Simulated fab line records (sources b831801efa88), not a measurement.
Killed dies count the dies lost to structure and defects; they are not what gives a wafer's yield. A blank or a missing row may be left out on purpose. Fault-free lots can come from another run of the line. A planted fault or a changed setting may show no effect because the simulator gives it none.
Chamber matching    flow sky130    rie_si-02 running SKY_POLY_GATE_ETCH_17: 4 sister chambers
The step etches poly-Si in HBr/Cl2, stops on SiO2, target depth 180 nm, time 70.5 s. 4 wafers are shown with their chamber, then 6 later ones without.

## WAFERS PAIRED WITH THEIR CHAMBERS
wafer   chamber  drypump_motor_current_A (A)
L942.1  1        5.9
L945.1  3        5.4
L945.3  0        5.9
L945.6  2        5.4

## WAFERS WITHOUT THEIR CHAMBER
wafer   drypump_motor_current_A (A)
L947.3  5.9
L947.5  5.4
L947.6  5.9
L949.2  5.4
L949.4  5.5
L949.6  5.5

## WHICH CHAMBER EACH WENT THROUGH
wafer   from the rows above      in truth
L947.3  can't be placed: 0 or 1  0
L947.5  can't be placed: 2 or 3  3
L947.6  can't be placed: 0 or 1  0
L949.2  can't be placed: 2 or 3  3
L949.4  can't be placed: 2 or 3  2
L949.6  can't be placed: 2 or 3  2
Correctly placed: 0 of 6. Unplaceable from these rows: 6, with the true chamber sitting among the candidates in 6. 0 placed wrongly.
How it was worked out, from the rows above alone: a wafer's distance from a chamber is the root of the sum, over the readings, of the square of ((its reading less the chamber's mean) divided by the reading's scatter). The wafer belongs to the nearest chamber; if the next one is less than 2 further off, it can't be placed. For every chamber, the mean is computed from those of its wafers that are shown. The scatter: with one shown wafer a chamber, the root of the mean of the squares of how far each hidden wafer lies from its nearest shown one.
